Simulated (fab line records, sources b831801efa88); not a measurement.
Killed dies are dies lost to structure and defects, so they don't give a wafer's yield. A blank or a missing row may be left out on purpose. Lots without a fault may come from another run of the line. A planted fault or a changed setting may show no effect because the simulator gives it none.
A struck lot beside a sound one | flow sky130 | 43 steps out of a route of 708
Sound: wafers L901.1, L901.3, L901.6. Struck: wafers L906.1, L906.4, L906.6. The cause comes at the end.
At each step with rows: each side's tool, then ch and its chambers, then its first start. Under that, the readings that differ: sound wafers | struck wafers | difference of the means | sigmas: that difference in standard deviations of wafers without a fault.
alike: readings whose means differ by less than 2 such deviations, and words and numbers that are the same on both sides. not compared: withheld readings, readings that some wafer has no value for, bounds like >300 that may hide the same value, and numbers for which the record gives no deviation and whose values overlap.
The two part at a step that has a row with sigmas, a row that says differs or no value, or rows on one side only. Numbers that don't overlap but have no deviation are shown without sigmas and don't part them. A reading that every wafer of one side lacks parts them only if that side has two wafers or more.

first, 6 steps without rows for these wafers: SKY_VIA4_STRIP_13 (strips in O2/N2); SKY_VIA4_STRIP_14 (strips in post etch residue remover, time 1200 s); SKY_VIA4_CLEAN_15 (cleans in IPA, time 180 s); SKY_VIA4_CLEAN_16 (cleans in O3/DIW); SKY_VIA4_SPUTTER_17 (material TiN, target thk 20 nm, time 80 s); SKY_VIA4_CVD_18 (deposits W, target thk 505 nm, time 152.14 s).
SKY_VIA4_RS_MEAS_19: measures by four-point-probe.
  sound on film_metro-01, day 43 11:52; struck on film_metro-04, day 44 22:29
  alike: VIA4_W_RS
SKY_VIA4_THK_MEAS_20: measures by xrf.
  sound on film_metro-01, day 43 11:59; struck on film_metro-04, day 44 22:37
  alike: VIA4_W_THK
SKY_VIA4_CMP_21: polishes, stops on SiO2, t overpolish 25 s, target thk 0 nm.
  sound on cmp-02 ch 1,2,3, day 43 12:08; struck on cmp-02 ch 0,1, day 44 22:40
  alike: motor_current_A, overpolish_run_s, time_to_endpoint_s
SKY_METAL5_SPUTTER_00: material Ti, target thk 15 nm, time 10 s.
  sound on pvd_sputter-02, day 43 12:20; struck on pvd_sputter-02, day 44 22:58
  alike: chamber_pressure_pa, throttle_valve_pct
SKY_METAL5_SPUTTER_01: material TiN, target thk 20 nm, time 16.7 s.
  sound on pvd_sputter-02, day 43 12:22; struck on pvd_sputter-02, day 44 22:59
  alike: chamber_pressure_pa, throttle_valve_pct
then, 1 step without rows for these wafers: SKY_METAL5_SPUTTER_02 (material AlCu, target thk 1150 nm, time 61.2 s).
SKY_METAL5_SPUTTER_03: material Ti, target thk 5 nm, time 3.3 s.
  sound on pvd_sputter-02, day 43 12:26; struck on pvd_sputter-02, day 44 23:04
  alike: chamber_pressure_pa, throttle_valve_pct
SKY_METAL5_SPUTTER_04: material TiN, target thk 70 nm, time 58.3 s.
  sound on pvd_sputter-02, day 43 12:28; struck on pvd_sputter-02, day 44 23:05
  alike: chamber_pressure_pa, throttle_valve_pct
SKY_METAL5_RS_MEAS_05: measures by four-point-probe.
  sound on film_metro-01, day 43 12:31; struck on film_metro-04, day 44 23:08
  alike: METAL5_ALCU_RS
SKY_METAL5_THK_MEAS_06: measures by xrf.
  sound on film_metro-01, day 43 12:38; struck on film_metro-04, day 44 23:16
  alike: METAL5_ALCU_THK
then, 8 steps without rows for these wafers: SKY_METAL5_DEHYDRATE_07 (time 60 s); SKY_METAL5_HMDS_08 (prime time 60 s); SKY_METAL5_COAT_09 (resist thk 1800 nm); SKY_METAL5_SOFTBAKE_10 (time 60 s); SKY_METAL5_EXPOSE_11 (exposes mask MM5, target cd 1600 nm); SKY_METAL5_PEB_12; SKY_METAL5_DEVELOP_13 (develop time 60 s); SKY_METAL5_DESCUM_14 (chemistry O2, time 11 s).
SKY_METAL5_METAL_ETCH_15: etches the open film in Cl2/BCl3, stops on SiO2, target depth 1260 nm, time 252 s.
  sound on rie_metal-03 ch 0, day 44 11:00; struck on rie_metal-03 ch 0,1, day 45 19:58
  alike: drypump_motor_current_A, oes_product_au, throttle_valve_pct
  not compared: rf_hours_counter_h
then, 5 steps without rows for these wafers: SKY_METAL5_STRIP_16 (strips in O2/N2); SKY_METAL5_STRIP_17 (strips in post etch residue remover, time 1200 s); SKY_METAL5_CLEAN_18 (cleans in IPA, time 180 s); SKY_METAL5_CLEAN_19 (cleans in O3/DIW); SKY_PASSIVATION_CVD_00 (deposits SiO2, target thk 90 nm).
SKY_PASSIVATION_THK_MEAS_01:
  sound on film_metro-02, day 44 11:52; struck on film_metro-01, day 45 20:49
  alike: PASSIVATION_CVD_00_THK
then, 1 step without rows for these wafers: SKY_PASSIVATION_CVD_02 (deposits Si3N4, target thk 540 nm).
SKY_PASSIVATION_THK_MEAS_03:
  sound on film_metro-02, day 44 12:15; struck on film_metro-02, day 45 21:13
  reading                     | sound       | struck      | difference | sigmas
  PASSIVATION_CVD_02_THK (nm) | 527 540 528 | 542 555 553 | +18        | +2
then, 9 steps without rows for these wafers: SKY_PASSIVATION_DEHYDRATE_04 (time 60 s); SKY_PASSIVATION_HMDS_05 (prime time 60 s); SKY_PASSIVATION_COAT_06 (resist thk 3000 nm); SKY_PASSIVATION_SOFTBAKE_07; SKY_PASSIVATION_EXPOSE_08 (exposes mask NSM, target cd 3000 nm); SKY_PASSIVATION_PEB_09; SKY_PASSIVATION_DEVELOP_10 (develop time 60 s); SKY_PASSIVATION_ETCH_11 (etches the open film in CF4/O2, stops on AlCu, target depth 725 nm, time 161.1 s); SKY_PASSIVATION_STRIP_12 (strips in O2/N2).
SKY_PAD_OPEN_PROBE_99:
  sound on prober-02, day 46 09:10; struck on prober-02, day 47 16:55
  reading                               | sound              | struck            | difference | sigmas
  killed_at_M4_up                       | 2 4 5              | 42 25 59          | +38        | +21
  killed_dies                           | 74 80 87           | 103 108 122       | +31        | +3
  model.etest.tester.sort_n_pass        | 418 412 405        | 389 384 370       | -31        |
  model.etest.tester.sort_yield_pct (%) | 84.96 83.74 82.32  | 79.06 78.05 75.2  | -6.24      |
  model.etest.tester.sort_bin_5_pct (%) | 10.37 9.553 9.756  | 11.99 14.02 14.43 | +3.59      |
  model.etest.tester.sort_bin_3_pct (%) | 0.813 0.2033 0.813 | 2.846 1.423 3.862 | +2.101     |
  alike: killed_at_M0_to_M3, killed_at_contacts, killed_at_front_end, killed_at_other, killed_open, killed_short
  not compared: model.etest.tip_sonos.rs_ohm_sq

WHERE THEY PART
First at SKY_PASSIVATION_THK_MEAS_03; last, within this record, at SKY_PAD_OPEN_PROBE_99.

WHY: what the simulator had put in
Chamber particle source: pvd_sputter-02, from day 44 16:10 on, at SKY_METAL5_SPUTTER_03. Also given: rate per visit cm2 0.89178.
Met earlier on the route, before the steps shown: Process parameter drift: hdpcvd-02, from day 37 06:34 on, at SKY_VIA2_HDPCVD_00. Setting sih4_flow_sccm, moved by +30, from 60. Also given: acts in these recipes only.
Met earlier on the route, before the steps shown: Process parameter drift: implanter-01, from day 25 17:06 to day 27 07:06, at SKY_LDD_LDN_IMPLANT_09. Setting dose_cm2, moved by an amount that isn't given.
